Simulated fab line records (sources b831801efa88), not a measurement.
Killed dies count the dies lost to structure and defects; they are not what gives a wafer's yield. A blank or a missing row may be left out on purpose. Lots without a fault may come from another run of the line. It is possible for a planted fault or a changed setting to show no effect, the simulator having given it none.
Which tool is to blame? ; flow gf180mcu ; 45 wafers from 15 lots sampled at 4 of the route's 602 steps

== WHAT EACH GAUGE READ, for each wafer ==
GF_CONTACT_THK_MEAS_03.
lot;measured;on;CONTACT_CVD_02_THK (nm)
L713;day 15 02:56;filmMetro-04;851 857 873
L715;day 15 18:28;filmMetro-04;849 844 869
L716;day 16 03:14;filmMetro-02;859 876 885
L718;day 16 14:23;filmMetro-03;862 860 865
L719;day 17 02:19;filmMetro-04;856 852 853
L730;day 21 03:37;filmMetro-04;864 872 864
L731;day 21 12:51;filmMetro-04;864 868 872
L732;day 21 21:49;filmMetro-03;868 865 875
L733;day 22 10:09;filmMetro-03;867 863 869
L734;day 23 07:58;filmMetro-03;854 837 863
L735;day 23 10:12;filmMetro-04;862 856 866
L736;day 23 23:18;filmMetro-03;866 864 875

== EACH LOT AND THE TOOL THAT RAN IT (in order: tool; ch and the chambers of the sampled wafers; start) ==
lot;GF_MVSD_STRIP_10;GF_VT_IMPLANT_EXPOSE_04;GF_HV_LDD_STRIP_22
L713;plasmaAsher-03 ch 0,1, day 4 10:12;ilineStepper-02 ch 0, day 5 07:28;plasmaAsher-03 ch 0,1, day 10 18:02
L715;plasmaAsher-01 ch 0,1, day 4 22:25;ilineStepper-01 ch 0, day 5 19:50;plasmaAsher-03 ch 0,1, day 11 07:13
L716;plasmaAsher-03 ch 0,1, day 5 03:14;ilineStepper-01 ch 0, day 6 01:04;plasmaAsher-03 ch 0,1, day 11 14:35
L718;plasmaAsher-02 ch 0,1, day 5 14:08;ilineStepper-01 ch 0, day 6 12:31;plasmaAsher-01 ch 0,1, day 12 01:11
L719;plasmaAsher-02 ch 0,1, day 5 19:23;ilineStepper-01 ch 0, day 6 17:31;plasmaAsher-04 ch 0,1, day 12 12:28
L726;plasmaAsher-02 ch 0,1, day 7 13:02;ilineStepper-02, day 8 12:56;-
L727;plasmaAsher-03 ch 0,1, day 7 17:28;ilineStepper-02, day 8 18:17;-
L728;plasmaAsher-03 ch 1, day 8 00:47;ilineStepper-02, day 9 01:50;-
L730;plasmaAsher-01 ch 0,1, day 8 10:20;ilineStepper-01 ch 0, day 9 11:40;plasmaAsher-04 ch 0,1, day 16 01:13
L731;plasmaAsher-02 ch 0,1, day 8 19:43;ilineStepper-01 ch 0, day 9 21:28;plasmaAsher-03 ch 0,1, day 16 08:10
L732;plasmaAsher-03 ch 0,1, day 8 23:50;ilineStepper-01 ch 0, day 10 02:40;plasmaAsher-01 ch 0,1, day 16 17:07
L733;plasmaAsher-02 ch 0,1, day 9 10:26;ilineStepper-01 ch 0, day 10 13:16;plasmaAsher-03 ch 0,1, day 17 05:28
L734;plasmaAsher-02 ch 0,1, day 10 00:13;ilineStepper-02 ch 0, day 11 04:35;plasmaAsher-04 ch 0,1, day 18 03:07
L735;plasmaAsher-03 ch 0,1, day 10 00:34;ilineStepper-02 ch 0, day 11 05:13;plasmaAsher-01 ch 0,1, day 18 06:49
L736;plasmaAsher-02 ch 0,1, day 10 14:26;ilineStepper-02 ch 0, day 11 17:55;plasmaAsher-03 ch 0,1, day 18 18:00
- GF_MVSD_STRIP_10: strips in O2/N2.
- GF_VT_IMPLANT_EXPOSE_04: exposes mask LVPWELL LV AREA, target cd 600 nm.
- GF_HV_LDD_STRIP_22: strips in O2/N2.

== WHAT THE TOOLS THEMSELVES READ (means of the sampled wafers that have a number; where no wafer has one, the mark that the record gives instead) ==
GF_MVSD_STRIP_10.
lot;tool;drypumpMotorCurrentA (A);heaterPowerW (W);oesProductAu (a.u.);stripTimeToEndpointS (s)
L713;plasmaAsher-03;5.8;337;0.720;36.81
L715;plasmaAsher-01;5.2;329;0.716;36.91
L716;plasmaAsher-03;5.5;340;0.723;36.95
L718;plasmaAsher-02;5.6;366;0.722;36.91
L719;plasmaAsher-02;5.6;365;0.715;36.94
L726;plasmaAsher-02;5.7;370;0.725;36.88
L727;plasmaAsher-03;5.5;330;0.725;36.89
L728;plasmaAsher-03;6.1;340;0.722;36.99
L730;plasmaAsher-01;5.4;321;0.725;36.95
L731;plasmaAsher-02;5.7;366;0.717;36.90
L732;plasmaAsher-03;5.8;337;0.720;37.05
L733;plasmaAsher-02;5.6;370;0.722;36.99
L734;plasmaAsher-02;5.7;363;0.724;36.92
L735;plasmaAsher-03;5.8;336;0.724;36.86
L736;plasmaAsher-02;5.7;364;0.725;36.98

GF_VT_IMPLANT_EXPOSE_04.
lot;tool;exposureDoseMJCm2;focusOffsetNm (nm)
L713;ilineStepper-02;139.83;-0.3
L715;ilineStepper-01;139.80;-0.2
L716;ilineStepper-01;140.15;0.5
L718;ilineStepper-01;139.81;-0.4
L719;ilineStepper-01;140.10;-0.4
L726;ilineStepper-02;-;-
L727;ilineStepper-02;-;-
L728;ilineStepper-02;-;-
L730;ilineStepper-01;139.91;-0.2
L731;ilineStepper-01;139.98;-0.4
L732;ilineStepper-01;140.23;-0.4
L733;ilineStepper-01;140.14;0.1
L734;ilineStepper-02;139.99;-0.3
L735;ilineStepper-02;140.08;-0.0
L736;ilineStepper-02;140.19;-0.2

GF_HV_LDD_STRIP_22.
lot;tool;drypumpMotorCurrentA (A);heaterPowerW (W);oesProductAu (a.u.);stripTimeToEndpointS (s)
L713;plasmaAsher-03;5.4;334;0.714;12.60
L715;plasmaAsher-03;5.4;329;0.717;12.60
L716;plasmaAsher-03;5.4;334;0.719;12.66
L718;plasmaAsher-01;5.2;329;0.717;12.65
L719;plasmaAsher-04;5.8;326;0.716;12.58
L730;plasmaAsher-04;5.8;327;0.713;12.59
L731;plasmaAsher-03;5.4;330;0.713;12.60
L732;plasmaAsher-01;5.2;328;0.714;12.60
L733;plasmaAsher-03;5.8;338;0.720;12.64
L734;plasmaAsher-04;6.0;306;0.720;12.55
L735;plasmaAsher-01;5.1;330;0.715;12.61
L736;plasmaAsher-03;5.4;335;0.718;12.60

== THE ANSWER, worked out from the rows above alone ==
Rule: what is usual is taken from the lots themselves. Put in order of their means at a reading, lots are off if they are a third of the lots or fewer, leave a main group of 4 or more, and stand apart from it by a gap of 3 or more times the standard deviation of the main group's means; of several such gaps the widest counts. The tables above print the reading to a certain number of digits; a main group whose means all agree to those digits is not used. Also off: a lot with no number at a reading for which 4 or more lots have one. Where the step has rows for the other lots, those lots are counted as sound. After the gauges, taken in route order, come the tools' own readings; for these a lot's mean is taken, as printed above. At the first step where some lot is off, the reading lying furthest off is the one used; lots without a number count as furthest.
Off: L726, L727, L728 (GF_VT_IMPLANT_EXPOSE_04, exposureDoseMJCm2). Without a number there: L726, L727, L728. Mean 140.02 and standard deviation 0.15 in the main group.
A tool fits if, at that step or a process step before it, it ran every lot that is off, and no sound lot after the first of them. Of those tried, none fits.

== WHAT WAS PUT IN BY THE SIMULATOR ==
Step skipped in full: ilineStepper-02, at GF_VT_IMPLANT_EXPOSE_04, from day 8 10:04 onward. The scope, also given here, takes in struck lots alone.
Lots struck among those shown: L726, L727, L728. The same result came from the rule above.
